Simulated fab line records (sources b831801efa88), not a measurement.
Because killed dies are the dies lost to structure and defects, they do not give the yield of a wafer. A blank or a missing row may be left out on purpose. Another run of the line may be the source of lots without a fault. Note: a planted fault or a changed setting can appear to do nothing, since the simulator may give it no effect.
Which of the tools did it? :: flow sky130 :: route of 708 steps, sampled at 1 step: 12 lots, 36 wafers

== WHAT EACH GAUGE READ, for each wafer ==
SKY_VIA1_BOW_MEAS_03.
lot: L075
measured: day 33 17:56
on: film metro-04
VIA1_BOW (um): 76 73 73

lot: L077
measured: day 34 04:02
on: film metro-01
VIA1_BOW (um): 80 80 76

lot: L079
measured: day 34 21:40
on: film metro-02
VIA1_BOW (um): 91 81 87

lot: L081
measured: day 35 11:14
on: film metro-04
VIA1_BOW (um): 85 78 71

lot: L083
measured: day 36 00:59
on: film metro-02
VIA1_BOW (um): 79 83 74

lot: L085
measured: day 36 17:46
on: film metro-01
VIA1_BOW (um): 79 89 75

lot: L087
measured: day 37 06:50
on: film metro-02
VIA1_BOW (um): 80 86 81

lot: L089
measured: day 38 01:44
on: film metro-01
VIA1_BOW (um): 84 81 62

lot: L091
measured: day 38 10:46
on: film metro-02
VIA1_BOW (um): 85 79 79

lot: L093
measured: day 38 18:41
on: film metro-02
VIA1_BOW (um): 88 81 87

lot: L095
measured: day 39 08:22
on: film metro-04
VIA1_BOW (um): 87 82 71

lot: L097
measured: day 39 23:50
on: film metro-04
VIA1_BOW (um): 86 77 78

== TOOL THAT RAN EACH LOT (tool first, then ch and the chambers of the sampled wafers, then the start) ==
Record: no process step prior to these readings.

== THE ANSWER, worked out from the rows above alone ==
Rule: what is usual is taken from the lots themselves. Put in order of their means at a reading, lots are off if they are a third of the lots or fewer, leave a main group of 4 or more, and stand apart from it by a gap of 3 or more times the standard deviation of the main group's means; of several such gaps the widest counts. The tables above print the reading to a certain number of digits; a main group whose means all agree to those digits is not used. A lot without any number at a reading at which 4 lots or more have one is off too. Where the step has rows for the other lots, those lots are counted as sound.
None of the lots is off at any reading shown; this tells nothing.

== WHAT THE SIMULATOR HAD INSERTED ==
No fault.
